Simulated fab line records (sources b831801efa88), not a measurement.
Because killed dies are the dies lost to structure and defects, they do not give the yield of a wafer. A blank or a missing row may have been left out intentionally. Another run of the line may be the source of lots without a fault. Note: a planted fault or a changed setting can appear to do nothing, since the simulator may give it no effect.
fab line records :: flow sky130 :: part 2 of 2: steps 27 to 37 of 37
[record]
  lots = 5
  wafers = 15
  lastDay = 50
route steps=708 shown FIELD_ISO@13 NWELL@32 DNWELL@35 PWDE@45
lots with no fault: from the same line, run without faults
startH: hours from the record's opening day to when the first of the lot's shown wafers began :: waitH: hours since the lot's step before :: " same as the row above :: L1.1+2: one row covering several wafers at once :: - value missing, or start not given :: * or withheld: withheld :: < > ~ a bound
route shown NAME@n: NAME is a module with steps in the file, n the number in the route of the first one :: usual: mean/standard deviation of fault-free wafers :: same: alike in all rows :: chamber/n: place in a boat :: sites: per-site readings :: _std_site: their standard deviation :: _edge_site: mean of outer sites minus mean of inner sites :: radiusMm: how far each site lies from the wafer's centre :: mask NAME#n: copy n :: behind: the tool/chamber that last shaped the wafer :: hold: why the lot was held/for how many hours/how that ended :: device: which transistor (n, p or np) failed to switch :: end of line: the same wafers' tests at the end of the route :: a step without rows: its recipe alone :: killed: dies lost to structure and defects at the first sort, not the wafer's yield :: map: the dies of a wafer, with x for killed, . for not killed, _ for no die there
set.NAME: the setting that was run; set.NAME@STEP: the one run at that earlier step :: model.NAME: the simulator's own value behind a step, which no gauge read
lots seen at some steps along the route; tables by step, rows by wafer
services: from which hour (startH, from the record's first day; less than 0 if before it) a tool's chamber was out of use, for how many hours, and why
[[steps]]
[step SKY_DNWELL_EXPOSE_04]
[recipe]
  maskId = DNM
  na = 0.57
  targetCdNm = 3000
  doseMj = 222
lot.wafer: L077.1+5+6
tool: ilineStepper-02
chamber: 0
startH: -
waitH: -
mask: DNM#0

lot.wafer: L084.2+4+5
tool: ilineStepper-01
chamber: 0
startH: -
waitH: -
mask: DNM#0

lot.wafer: L086.2+5+6
tool: ilineStepper-01
chamber: 0
startH: -
waitH: -
mask: DNM#0

lot.wafer: L091.1+4+5
tool: ilineStepper-02
chamber: 0
startH: -
waitH: -
mask: DNM#0

lot.wafer: L094.1+3+4
tool: ilineStepper-02
chamber: 0
startH: -
waitH: -
mask: DNM#0
[step SKY_DNWELL_PEB_05]
[recipe]
  tempC = 115
  timeS = withheld
[usual]
  resistLineTempC = 22.99/0.11
lot.wafer: L077.1
tool: lithoTrack-02
chamber: 0
startH: -
waitH: -
resistLineTempC: 22.96

lot.wafer: L077.5
tool: lithoTrack-02
chamber: 0
startH: -
waitH: -
resistLineTempC: 22.87

lot.wafer: L077.6
tool: lithoTrack-02
chamber: 0
startH: -
waitH: -
resistLineTempC: 23.00

lot.wafer: L084.2
tool: lithoTrack-04
chamber: 0
startH: -
waitH: -
resistLineTempC: 23.06

lot.wafer: L084.4
tool: lithoTrack-04
chamber: 0
startH: -
waitH: -
resistLineTempC: 23.12

lot.wafer: L084.5
tool: lithoTrack-04
chamber: 0
startH: -
waitH: -
resistLineTempC: 22.95

lot.wafer: L086.2
tool: lithoTrack-03
chamber: 0
startH: -
waitH: -
resistLineTempC: 22.99

lot.wafer: L086.5
tool: lithoTrack-03
chamber: 0
startH: -
waitH: -
resistLineTempC: 22.77

lot.wafer: L086.6
tool: lithoTrack-03
chamber: 0
startH: -
waitH: -
resistLineTempC: 22.90

lot.wafer: L091.1
tool: lithoTrack-02
chamber: 0
startH: -
waitH: -
resistLineTempC: 23.11

lot.wafer: L091.4
tool: lithoTrack-02
chamber: 0
startH: -
waitH: -
resistLineTempC: 23.10

lot.wafer: L091.5
tool: lithoTrack-02
chamber: 0
startH: -
waitH: -
resistLineTempC: 23.08

lot.wafer: L094.1
tool: lithoTrack-03
chamber: 0
startH: -
waitH: -
resistLineTempC: 22.95

lot.wafer: L094.3
tool: lithoTrack-03
chamber: 0
startH: -
waitH: -
resistLineTempC: 22.95

lot.wafer: L094.4
tool: lithoTrack-03
chamber: 0
startH: -
waitH: -
resistLineTempC: 22.93
[step SKY_DNWELL_DEVELOP_06]
[recipe]
  wallAngleDeg = 90
  developer = TMAH
  developTimeS = 60
  devTempC = 23
[usual]
  resistLineTempC = 23.01/0.1
lot.wafer: L077.1
tool: lithoTrack-02
chamber: 0
startH: -
waitH: -
resistLineTempC: 22.99

lot.wafer: L077.5
tool: lithoTrack-02
chamber: 0
startH: -
waitH: -
resistLineTempC: 23.01

lot.wafer: L077.6
tool: lithoTrack-02
chamber: 0
startH: -
waitH: -
resistLineTempC: 23.19

lot.wafer: L084.2
tool: lithoTrack-04
chamber: 0
startH: -
waitH: -
resistLineTempC: 22.83

lot.wafer: L084.4
tool: lithoTrack-04
chamber: 0
startH: -
waitH: -
resistLineTempC: 23.01

lot.wafer: L084.5
tool: lithoTrack-04
chamber: 0
startH: -
waitH: -
resistLineTempC: 23.00

lot.wafer: L086.2
tool: lithoTrack-03
chamber: 0
startH: -
waitH: -
resistLineTempC: 23.16

lot.wafer: L086.5
tool: lithoTrack-03
chamber: 0
startH: -
waitH: -
resistLineTempC: 22.87

lot.wafer: L086.6
tool: lithoTrack-03
chamber: 0
startH: -
waitH: -
resistLineTempC: 22.94

lot.wafer: L091.1
tool: lithoTrack-02
chamber: 0
startH: -
waitH: -
resistLineTempC: 23.17

lot.wafer: L091.4
tool: lithoTrack-02
chamber: 0
startH: -
waitH: -
resistLineTempC: 23.10

lot.wafer: L091.5
tool: lithoTrack-02
chamber: 0
startH: -
waitH: -
resistLineTempC: 23.02

lot.wafer: L094.1
tool: lithoTrack-03
chamber: 0
startH: -
waitH: -
resistLineTempC: 23.09

lot.wafer: L094.3
tool: lithoTrack-03
chamber: 0
startH: -
waitH: -
resistLineTempC: 23.11

lot.wafer: L094.4
tool: lithoTrack-03
chamber: 0
startH: -
waitH: -
resistLineTempC: 22.92
[step SKY_DNWELL_IMPLANT_07]
[recipe]
  species = P
  energyKev = withheld
  doseCm2 = withheld
  tiltDeg = withheld
lot.wafer: L077.1+5+6
tool: implanter-02
chamber: 0
startH: 73.67
waitH: -

lot.wafer: L084.2+4+5
tool: implanter-03
chamber: 0
startH: 105.86
waitH: -

lot.wafer: L086.2+5+6
tool: implanter-04
chamber: 0
startH: 117.76
waitH: -

lot.wafer: L091.1+4+5
tool: implanter-04
chamber: 0
startH: 143.32
waitH: -

lot.wafer: L094.1+3+4
tool: implanter-03
chamber: 0
startH: 161.73
waitH: -
[step SKY_DNWELL_STRIP_08]
[recipe]
  chemistry = O2/N2
  powerW = 1400
  pressureMtorr = 1500
  platenTempC = withheld
  o2FlowSccm = 3000
  n2FlowSccm = 300
  overashFraction = 0.5
[usual]
  drypumpMotorCurrentA = 5.7/0.56
  oesProductAu = 0.723/0.0043
  stripTimeToEndpointS = 36.92/0.13
lot.wafer: L077.1
tool: plasmaAsher-03
chamber: 1
startH: 73.82
waitH: 0.1
drypumpMotorCurrentA: 6.7
oesProductAu: 0.718
rfHoursCounterH: 41
stripTimeToEndpointS: 36.71

lot.wafer: L077.5
tool: plasmaAsher-03
chamber: 1
startH: 73.82
waitH: 0.1
drypumpMotorCurrentA: 6.7
oesProductAu: 0.723
rfHoursCounterH: -
stripTimeToEndpointS: 36.87

lot.wafer: L077.6
tool: plasmaAsher-03
chamber: 0
startH: 73.82
waitH: 0.1
drypumpMotorCurrentA: 5.9
oesProductAu: 0.719
rfHoursCounterH: -
stripTimeToEndpointS: 36.85

lot.wafer: L084.2
tool: plasmaAsher-04
chamber: 0
startH: 105.98
waitH: 0.1
drypumpMotorCurrentA: 5.2
oesProductAu: 0.728
rfHoursCounterH: 30
stripTimeToEndpointS: 36.89

lot.wafer: L084.4
tool: plasmaAsher-04
chamber: 0
startH: 105.98
waitH: 0.1
drypumpMotorCurrentA: 5.2
oesProductAu: 0.726
rfHoursCounterH: -
stripTimeToEndpointS: 37.00

lot.wafer: L084.5
tool: plasmaAsher-04
chamber: 1
startH: 105.98
waitH: 0.1
drypumpMotorCurrentA: 5.2
oesProductAu: 0.724
rfHoursCounterH: -
stripTimeToEndpointS: 36.91

lot.wafer: L086.2
tool: plasmaAsher-02
chamber: 0
startH: 117.88
waitH: 0.1
drypumpMotorCurrentA: 5.7
oesProductAu: 0.723
rfHoursCounterH: 42
stripTimeToEndpointS: 36.78

lot.wafer: L086.5
tool: plasmaAsher-02
chamber: 0
startH: 117.88
waitH: 0.1
drypumpMotorCurrentA: 5.7
oesProductAu: 0.726
rfHoursCounterH: -
stripTimeToEndpointS: 36.71

lot.wafer: L086.6
tool: plasmaAsher-02
chamber: 1
startH: 117.88
waitH: 0.1
drypumpMotorCurrentA: 5.4
oesProductAu: 0.725
rfHoursCounterH: -
stripTimeToEndpointS: 36.70

lot.wafer: L091.1
tool: plasmaAsher-03
chamber: 0
startH: 143.47
waitH: 0.1
drypumpMotorCurrentA: 5.9
oesProductAu: 0.720
rfHoursCounterH: 2
stripTimeToEndpointS: 37.10

lot.wafer: L091.4
tool: plasmaAsher-03
chamber: 0
startH: 143.47
waitH: 0.1
drypumpMotorCurrentA: 5.9
oesProductAu: 0.719
rfHoursCounterH: -
stripTimeToEndpointS: 37.01

lot.wafer: L091.5
tool: plasmaAsher-03
chamber: 1
startH: 143.47
waitH: 0.1
drypumpMotorCurrentA: 6.7
oesProductAu: 0.718
rfHoursCounterH: -
stripTimeToEndpointS: 37.04

lot.wafer: L094.1
tool: plasmaAsher-02
chamber: 0
startH: 161.88
waitH: 0.1
drypumpMotorCurrentA: 5.7
oesProductAu: 0.720
rfHoursCounterH: 47
stripTimeToEndpointS: 36.87

lot.wafer: L094.3
tool: plasmaAsher-02
chamber: 0
startH: 161.88
waitH: 0.1
drypumpMotorCurrentA: 5.7
oesProductAu: 0.722
rfHoursCounterH: -
stripTimeToEndpointS: 36.87

lot.wafer: L094.4
tool: plasmaAsher-02
chamber: 1
startH: 161.88
waitH: 0.1
drypumpMotorCurrentA: 5.4
oesProductAu: 0.717
rfHoursCounterH: -
stripTimeToEndpointS: 36.89
[step SKY_DNWELL_TW_MEAS_09]
[usual]
  DNWELL_TW = 1117/9.9
lot.wafer: L077.1
tool: filmMetro-02
chamber: -
startH: 73.92
waitH: 0.1
DNWELL_TW: 1107

lot.wafer: L077.5
tool: filmMetro-02
chamber: -
startH: 73.92
waitH: 0.1
DNWELL_TW: 1110

lot.wafer: L077.6
tool: filmMetro-02
chamber: -
startH: 73.92
waitH: 0.1
DNWELL_TW: 1110

lot.wafer: L084.2
tool: filmMetro-04
chamber: -
startH: 106.09
waitH: 0.1
DNWELL_TW: 1108

lot.wafer: L084.4
tool: filmMetro-04
chamber: -
startH: 106.09
waitH: 0.1
DNWELL_TW: 1108

lot.wafer: L084.5
tool: filmMetro-04
chamber: -
startH: 106.09
waitH: 0.1
DNWELL_TW: 1112

lot.wafer: L086.2
tool: filmMetro-02
chamber: -
startH: 117.99
waitH: 0.1
DNWELL_TW: 1119

lot.wafer: L086.5
tool: filmMetro-02
chamber: -
startH: 117.99
waitH: 0.1
DNWELL_TW: 1119

lot.wafer: L086.6
tool: filmMetro-02
chamber: -
startH: 117.99
waitH: 0.1
DNWELL_TW: 1110

lot.wafer: L091.1
tool: filmMetro-04
chamber: -
startH: 143.57
waitH: 0.1
DNWELL_TW: 1120

lot.wafer: L091.4
tool: filmMetro-04
chamber: -
startH: 143.57
waitH: 0.1
DNWELL_TW: 1123

lot.wafer: L091.5
tool: filmMetro-04
chamber: -
startH: 143.57
waitH: 0.1
DNWELL_TW: 1124

lot.wafer: L094.1
tool: filmMetro-04
chamber: -
startH: 161.98
waitH: 0.1
DNWELL_TW: 1114

lot.wafer: L094.3
tool: filmMetro-04
chamber: -
startH: 161.98
waitH: 0.1
DNWELL_TW: 1110

lot.wafer: L094.4
tool: filmMetro-04
chamber: -
startH: 161.98
waitH: 0.1
DNWELL_TW: 1117
[step SKY_PWDE_DEHYDRATE_00]
[recipe]
  tempC = 200
  timeS = 60
[usual]
  resistLineTempC = 22.99/0.11
lot.wafer: L077.1
tool: lithoTrack-01
chamber: 0
startH: 82.21
waitH: 8.3
resistLineTempC: 22.97

lot.wafer: L077.5
tool: lithoTrack-01
chamber: 0
startH: 82.21
waitH: 8.3
resistLineTempC: 22.90

lot.wafer: L077.6
tool: lithoTrack-01
chamber: 0
startH: 82.21
waitH: 8.3
resistLineTempC: 22.75

lot.wafer: L084.2
tool: lithoTrack-02
chamber: 0
startH: 114.49
waitH: 8.4
resistLineTempC: 22.88

lot.wafer: L084.4
tool: lithoTrack-02
chamber: 0
startH: 114.49
waitH: 8.4
resistLineTempC: 22.95

lot.wafer: L084.5
tool: lithoTrack-02
chamber: 0
startH: 114.49
waitH: 8.4
resistLineTempC: 22.91

lot.wafer: L086.2
tool: lithoTrack-03
chamber: 0
startH: 126.71
waitH: 8.7
resistLineTempC: 22.96

lot.wafer: L086.5
tool: lithoTrack-03
chamber: 0
startH: 126.71
waitH: 8.7
resistLineTempC: 22.80

lot.wafer: L086.6
tool: lithoTrack-03
chamber: 0
startH: 126.71
waitH: 8.7
resistLineTempC: 22.97

lot.wafer: L091.1
tool: lithoTrack-02
chamber: 0
startH: 152.47
waitH: 8.9
resistLineTempC: 23.12

lot.wafer: L091.4
tool: lithoTrack-02
chamber: 0
startH: 152.47
waitH: 8.9
resistLineTempC: 23.06

lot.wafer: L091.5
tool: lithoTrack-02
chamber: 0
startH: 152.47
waitH: 8.9
resistLineTempC: 23.09

lot.wafer: L094.1
tool: lithoTrack-03
chamber: 0
startH: 171.78
waitH: 9.8
resistLineTempC: 22.98

lot.wafer: L094.3
tool: lithoTrack-03
chamber: 0
startH: 171.78
waitH: 9.8
resistLineTempC: 23.03

lot.wafer: L094.4
tool: lithoTrack-03
chamber: 0
startH: 171.78
waitH: 9.8
resistLineTempC: 22.94
[step SKY_PWDE_HMDS_01]
[recipe]
  primeTimeS = 60
  primeTempC = 120
[usual]
  resistLineTempC = 23.02/0.1
lot.wafer: L077.1
tool: lithoTrack-01
chamber: 0
startH: 82.36
waitH: 0.1
resistLineTempC: 22.91

lot.wafer: L077.5
tool: lithoTrack-01
chamber: 0
startH: 82.36
waitH: 0.1
resistLineTempC: 22.97

lot.wafer: L077.6
tool: lithoTrack-01
chamber: 0
startH: 82.36
waitH: 0.1
resistLineTempC: 23.02

lot.wafer: L084.2
tool: lithoTrack-02
chamber: 0
startH: 114.64
waitH: 0.1
resistLineTempC: 22.99

lot.wafer: L084.4
tool: lithoTrack-02
chamber: 0
startH: 114.64
waitH: 0.1
resistLineTempC: 23.07

lot.wafer: L084.5
tool: lithoTrack-02
chamber: 0
startH: 114.64
waitH: 0.1
resistLineTempC: 22.86

lot.wafer: L086.2
tool: lithoTrack-03
chamber: 0
startH: 126.86
waitH: 0.1
resistLineTempC: 22.79

lot.wafer: L086.5
tool: lithoTrack-03
chamber: 0
startH: 126.86
waitH: 0.1
resistLineTempC: 22.82

lot.wafer: L086.6
tool: lithoTrack-03
chamber: 0
startH: 126.86
waitH: 0.1
resistLineTempC: 22.91

lot.wafer: L091.1
tool: lithoTrack-02
chamber: 0
startH: 152.62
waitH: 0.1
resistLineTempC: 23.00

lot.wafer: L091.4
tool: lithoTrack-02
chamber: 0
startH: 152.62
waitH: 0.1
resistLineTempC: 22.93

lot.wafer: L091.5
tool: lithoTrack-02
chamber: 0
startH: 152.62
waitH: 0.1
resistLineTempC: 22.86

lot.wafer: L094.1
tool: lithoTrack-03
chamber: 0
startH: 171.93
waitH: 0.1
resistLineTempC: 22.92

lot.wafer: L094.3
tool: lithoTrack-03
chamber: 0
startH: 171.93
waitH: 0.1
resistLineTempC: 23.12

lot.wafer: L094.4
tool: lithoTrack-03
chamber: 0
startH: 171.93
waitH: 0.1
resistLineTempC: 23.07
[step SKY_PWDE_COAT_02]
[recipe]
  spinRpm = 2000
  resistThkNm = 3000
[usual]
  resistLineTempC = 23.02/0.11
lot.wafer: L077.1
tool: lithoTrack-01
chamber: 0
startH: 82.51
waitH: 0.1
resistLineTempC: 23.03

lot.wafer: L077.5
tool: lithoTrack-01
chamber: 0
startH: 82.51
waitH: 0.1
resistLineTempC: 22.96

lot.wafer: L077.6
tool: lithoTrack-01
chamber: 0
startH: 82.51
waitH: 0.1
resistLineTempC: 23.15

lot.wafer: L084.2
tool: lithoTrack-02
chamber: 0
startH: 114.79
waitH: 0.1
resistLineTempC: 23.12

lot.wafer: L084.4
tool: lithoTrack-02
chamber: 0
startH: 114.79
waitH: 0.1
resistLineTempC: 23.12

lot.wafer: L084.5
tool: lithoTrack-02
chamber: 0
startH: 114.79
waitH: 0.1
resistLineTempC: 23.16

lot.wafer: L086.2
tool: lithoTrack-03
chamber: 0
startH: 127.01
waitH: 0.1
resistLineTempC: 22.87

lot.wafer: L086.5
tool: lithoTrack-03
chamber: 0
startH: 127.01
waitH: 0.1
resistLineTempC: 22.89

lot.wafer: L086.6
tool: lithoTrack-03
chamber: 0
startH: 127.01
waitH: 0.1
resistLineTempC: 22.92

lot.wafer: L091.1
tool: lithoTrack-02
chamber: 0
startH: 152.77
waitH: 0.1
resistLineTempC: 23.09

lot.wafer: L091.4
tool: lithoTrack-02
chamber: 0
startH: 152.77
waitH: 0.1
resistLineTempC: 23.03

lot.wafer: L091.5
tool: lithoTrack-02
chamber: 0
startH: 152.77
waitH: 0.1
resistLineTempC: 22.90

lot.wafer: L094.1
tool: lithoTrack-03
chamber: 0
startH: 172.08
waitH: 0.1
resistLineTempC: 22.90

lot.wafer: L094.3
tool: lithoTrack-03
chamber: 0
startH: 172.08
waitH: 0.1
resistLineTempC: 22.79

lot.wafer: L094.4
tool: lithoTrack-03
chamber: 0
startH: 172.08
waitH: 0.1
resistLineTempC: 22.88
[step SKY_PWDE_SOFTBAKE_03]
[recipe]
  tempC = 110
  timeS = withheld
[usual]
  resistLineTempC = 22.99/0.1
lot.wafer: L077.1
tool: lithoTrack-01
chamber: 0
startH: 82.66
waitH: 0.1
resistLineTempC: 22.94

lot.wafer: L077.5
tool: lithoTrack-01
chamber: 0
startH: 82.66
waitH: 0.1
resistLineTempC: 22.79

lot.wafer: L077.6
tool: lithoTrack-01
chamber: 0
startH: 82.66
waitH: 0.1
resistLineTempC: 23.05

lot.wafer: L084.2
tool: lithoTrack-02
chamber: 0
startH: 114.95
waitH: 0.1
resistLineTempC: 22.85

lot.wafer: L084.4
tool: lithoTrack-02
chamber: 0
startH: 114.95
waitH: 0.1
resistLineTempC: 22.95

lot.wafer: L084.5
tool: lithoTrack-02
chamber: 0
startH: 114.95
waitH: 0.1
resistLineTempC: 22.81

lot.wafer: L086.2
tool: lithoTrack-03
chamber: 0
startH: 127.16
waitH: 0.1
resistLineTempC: 23.04

lot.wafer: L086.5
tool: lithoTrack-03
chamber: 0
startH: 127.16
waitH: 0.1
resistLineTempC: 22.99

lot.wafer: L086.6
tool: lithoTrack-03
chamber: 0
startH: 127.16
waitH: 0.1
resistLineTempC: 23.00

lot.wafer: L091.1
tool: lithoTrack-02
chamber: 0
startH: 152.92
waitH: 0.1
resistLineTempC: 22.98

lot.wafer: L091.4
tool: lithoTrack-02
chamber: 0
startH: 152.92
waitH: 0.1
resistLineTempC: 23.14

lot.wafer: L091.5
tool: lithoTrack-02
chamber: 0
startH: 152.92
waitH: 0.1
resistLineTempC: 23.02

lot.wafer: L094.1
tool: lithoTrack-03
chamber: 0
startH: 172.23
waitH: 0.1
resistLineTempC: 22.94

lot.wafer: L094.3
tool: lithoTrack-03
chamber: 0
startH: 172.23
waitH: 0.1
resistLineTempC: 23.09

lot.wafer: L094.4
tool: lithoTrack-03
chamber: 0
startH: 172.23
waitH: 0.1
resistLineTempC: 22.87
[step SKY_PWDE_EXPOSE_04]
[recipe]
  maskId = PWDEM
  na = 0.6
  sourceShape = conventional
  sigmaOuter = 0.6
  polarization = unpolarized
  targetCdNm = 840
  doseMj = 214
[same]
  sigmaOuter = 0.6
lot.wafer: L077.1+5+6
tool: ilineStepper-01
chamber: 0
startH: -
waitH: -
mask: PWDEM#0

lot.wafer: L084.2+4+5
tool: ilineStepper-02
chamber: 0
startH: -
waitH: -
mask: PWDEM#0

lot.wafer: L086.2+5+6
tool: ilineStepper-01
chamber: 0
startH: -
waitH: -
mask: PWDEM#0

lot.wafer: L091.1+4+5
tool: ilineStepper-02
chamber: 0
startH: -
waitH: -
mask: PWDEM#0

lot.wafer: L094.1+3+4
tool: ilineStepper-01
chamber: 0
startH: -
waitH: -
mask: PWDEM#0
[[services]]
tool: wetBench-04
chamber: -
startH: 23.10
hours: 38.1
kind: repair

tool: ilineStepper-01
chamber: -
startH: 24.88
hours: 1.7
kind: pm

tool: cmp-02
chamber: -
startH: 36.33
hours: 1.1
kind: repair

tool: furnace-01
chamber: -
startH: 44.85
hours: 3.9
kind: pm

tool: rieSi-01
chamber: 1
startH: 45.14
hours: 3.0
kind: repair

tool: rieDiel-04
chamber: 1
startH: 55.98
hours: 4.4
kind: repair

tool: rieDiel-04
chamber: 3
startH: 57.31
hours: 5.7
kind: repair

tool: rieSi-01
chamber: -
startH: 62.11
hours: 1.7
kind: repair

tool: cmp-02
chamber: -
startH: 62.51
hours: 3.7
kind: repair

tool: hdpcvd-01
chamber: -
startH: 66.75
hours: 15.0
kind: pm

tool: plasmaAsher-02
chamber: -
startH: 68.49
hours: 8.6
kind: repair

tool: rieDiel-01
chamber: 0
startH: 75.38
hours: 2.4
kind: repair

tool: rieDiel-04
chamber: -
startH: 77.28
hours: 2.8
kind: pm

tool: rieDiel-04
chamber: 1
startH: 93.15
hours: 1.5
kind: repair

tool: cmp-02
chamber: -
startH: 95.35
hours: 0.5
kind: repair

tool: cmp-02
chamber: -
startH: 100.47
hours: 1.3
kind: repair

tool: plasmaAsher-03
chamber: -
startH: 108.75
hours: 9.0
kind: pm

tool: ilineStepper-02
chamber: -
startH: 113.22
hours: 1.7
kind: pm

tool: rieDiel-01
chamber: -
startH: 137.49
hours: 1.0
kind: repair

tool: cmp-02
chamber: -
startH: 146.69
hours: 0.5
kind: repair

tool: rieSi-01
chamber: -
startH: 151.02
hours: 14.6
kind: pm

tool: cmp-02
chamber: -
startH: 166.61
hours: 0.6
kind: repair

tool: rieDiel-01
chamber: 3
startH: 166.87
hours: 5.1
kind: repair

tool: furnace-01
chamber: -
startH: 167.56
hours: 23.7
kind: repair
